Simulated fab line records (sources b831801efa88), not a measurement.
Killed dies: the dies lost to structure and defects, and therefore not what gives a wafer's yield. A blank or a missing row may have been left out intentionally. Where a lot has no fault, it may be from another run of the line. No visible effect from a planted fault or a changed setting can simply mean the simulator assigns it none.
A struck lot beside a sound one	flow sky130	21 steps out of a route of 708
Sound: the wafers L188.1, L188.2, L188.4. Wafers L199.1, L199.2, L199.5 were the ones struck. The cause comes at the end.
Each step with rows lists, per side, the tool, then ch with its chambers, then its first start. Under that, the readings that differ: sound wafers	struck wafers	difference of the means	sigmas: that difference in standard deviations of wafers without a fault.
alike: readings with means less than 2 such deviations apart, plus words and numbers identical on both sides. not compared: withheld readings, readings lacking a value on some wafer, bounds such as >300 that could conceal the same value, and numbers that have no deviation in the record and whose values overlap.
Wherever a step has rows on one side only, a row that says differs or no value, or a row with sigmas, the two part there. Non-overlapping numbers with no deviation appear without sigmas and do not part them. Lack of a reading on every wafer of one side parts them only where that side has two or more wafers.

first, 1 step without rows for these wafers: SKY_GATE_OXIDE_DEVELOP_09 (develop time 60 s).
SKY_GATE_OXIDE_OVL_MEAS_10:
  sound on overlay-01 at day 18 05:53; struck on overlay-02 at day 21 17:45
  alike: GATE_OXIDE_OVL
then, 2 steps without rows for these wafers: SKY_GATE_OXIDE_IMPLANT_11; SKY_GATE_OXIDE_WET_ETCH_12 (etches SiO2 in dHF, target depth 16.8 nm, time 336 s).
SKY_GATE_OXIDE_STRIP_13: strips in O2/N2.
  sound on plasma-asher-04 ch 0,1, day 18 06:11; struck on plasma-asher-04 ch 0,1, day 21 18:02
  alike: chamber-pressure-mTorr, drypump-motor-current-A, n2-flow-sccm, oes-product-au, strip-time-to-endpoint-s
  not compared: rf-hours-counter-h
SKY_GATE_OXIDE_TW_MEAS_14:
  sound on film-metro-03 at day 18 06:17; struck on film-metro-02 at day 21 18:08
reading	sound	struck	difference	sigmas
GATE_OXIDE_TW	229.6 229.9 230.6	224.6 225.0 224.5	-5.3	-3
then, 3 steps without rows for these wafers: SKY_GATE_OXIDE_CLEAN_15 (cleans in SC1/SC2, time 150 s); SKY_GATE_OXIDE_OXIDATION_16 (stabilise 600 s, purge 300 s, target thk 3.57 nm); SKY_POLY_GATE_CVD_00 (deposits poly-Si, target thk 180 nm, time 720 s).
SKY_POLY_GATE_THK_MEAS_01:
  sound on film-metro-03 at day 18 09:07; struck on film-metro-04 at day 21 20:59
  alike: POLY_GATE_CVD_00_THK
then, 2 steps without rows for these wafers: SKY_RES_PROTECT_DEHYDRATE_00 (time 60 s); SKY_RES_PROTECT_HMDS_01 (prime time 60 s).
SKY_RES_PROTECT_COAT_02: resist thk 1140 nm.
  sound on litho-track-04 ch 0, day 19 00:16; struck on litho-track-04 ch 0, day 22 11:19
reading	sound	struck	difference	sigmas
model.NOVOLAK_of_RES_PROTECT_COAT_02.thk-nm (nm)	1139 1143 1140	1215 1215 1218	+75	
then, 3 steps without rows for these wafers: SKY_RES_PROTECT_SOFTBAKE_03 (time 60 s); SKY_RES_PROTECT_EXPOSE_04 (exposes mask RPM, target cd 1270 nm); SKY_RES_PROTECT_PEB_05.
SKY_RES_PROTECT_DEVELOP_06: develop time 60 s.
  sound on litho-track-03 ch 0, day 19 16:06; struck on litho-track-03 ch 0, day 23 02:45
reading	sound	struck	difference	sigmas
model.NOVOLAK_of_RES_PROTECT_COAT_02.thk-nm (nm)	1138 1143 1139	1214 1214 1218	+75	
then, 1 step without rows for these wafers: SKY_POLY_GATE_IMPLANT_02.
SKY_RES_PROTECT_STRIP_07: strips in O2/N2.
  sound on plasma-asher-01 ch 0,1, day 19 16:24; struck on plasma-asher-01 ch 0,1, day 23 03:03
reading	sound	struck	difference	sigmas
oes-product-au (a.u.)	0.520 0.504 0.519	0.522 0.522 0.528	+0.010	+2
strip-time-to-endpoint-s (s)	23.27 23.33 23.30	24.11 24.12 24.16	+0.83	+17
  alike: chamber-pressure-mTorr, drypump-motor-current-A, n2-flow-sccm
  not compared: rf-hours-counter-h
SKY_RES_PROTECT_TW_MEAS_08:
  sound on film-metro-03 at day 19 16:30; struck on film-metro-01 at day 23 03:09
  alike: POLY_GATE_TW
-- here the record skips 28 days between the struck wafers' starts before and after, leaving off in module RES_PROTECT and picking up in module PAD_OPEN (first step shown: number 708 of the route) --
SKY_PAD_OPEN_PROBE_99:
  sound on prober-01 at day 48 18:23; struck on prober-01 at day 50 18:32
reading	sound	struck	difference	sigmas
killed_at_M4_up	8 10 5	2 6 3	-4	-2
  alike: killed_at_M0_to_M3, killed-at-contacts, killed-at-front-end, killed-at-other, killed-dies, killed-open, killed-short

WHERE THEY PART
First at SKY_GATE_OXIDE_TW_MEAS_14; last, within this record, at SKY_PAD_OPEN_PROBE_99.

WHY: the cause the simulator had injected
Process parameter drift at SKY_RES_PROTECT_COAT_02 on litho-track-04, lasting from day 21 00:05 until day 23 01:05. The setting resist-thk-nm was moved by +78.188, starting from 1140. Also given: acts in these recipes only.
